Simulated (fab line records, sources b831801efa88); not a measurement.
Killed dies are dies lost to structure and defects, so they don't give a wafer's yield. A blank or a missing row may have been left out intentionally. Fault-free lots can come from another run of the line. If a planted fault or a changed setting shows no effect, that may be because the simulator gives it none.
The tool behind it: which one?	flow gf180mcu	at 1 step of a route of 602, 6 lots with 18 wafers sampled

== WHAT THE GAUGES SHOWED, per wafer ==
GF_V1_RS_MEAS_24: a four-point-probe measurement.
lot	measured	on	V1_W_RS (ohm/sq)
L168	day 19 17:18	film_metro-01	0.331 0.332 0.330
L170	day 21 04:40	film_metro-01	0.330 0.325 0.328
L173	day 22 17:18	film_metro-01	0.330 0.332 0.332
L177	day 24 07:32	film_metro-01	0.324 0.328 0.327
L179	day 24 14:38	film_metro-01	0.331 0.329 0.325
L186	day 26 03:38	film_metro-03	0.332 0.332 0.328

== WHAT TOOL EACH LOT RAN ON (gives the tool, then ch and the chambers of the sampled wafers, and finally the start) ==
The record holds no process step before these readings.

== THE ANSWER, worked out from the rows above alone ==
Rule: the usual values come from the lots themselves. The widest of any qualifying gaps counts: lots, ordered by their means at a reading, are off when they make up no more than a third of the lots, leave a main group of 4 or more, and stand apart from it by 3 or more times the standard deviation of that group's means. The tables above print the reading to a certain number of digits; a main group whose means all agree to those digits is not used. Also off: a lot with no number at a reading for which 4 or more lots have one. Any other lot the step has rows for is counted as sound.
Across all readings shown, no lot is off: no conclusion can be drawn from this.

== WHAT THE SIMULATOR PUT IN ==
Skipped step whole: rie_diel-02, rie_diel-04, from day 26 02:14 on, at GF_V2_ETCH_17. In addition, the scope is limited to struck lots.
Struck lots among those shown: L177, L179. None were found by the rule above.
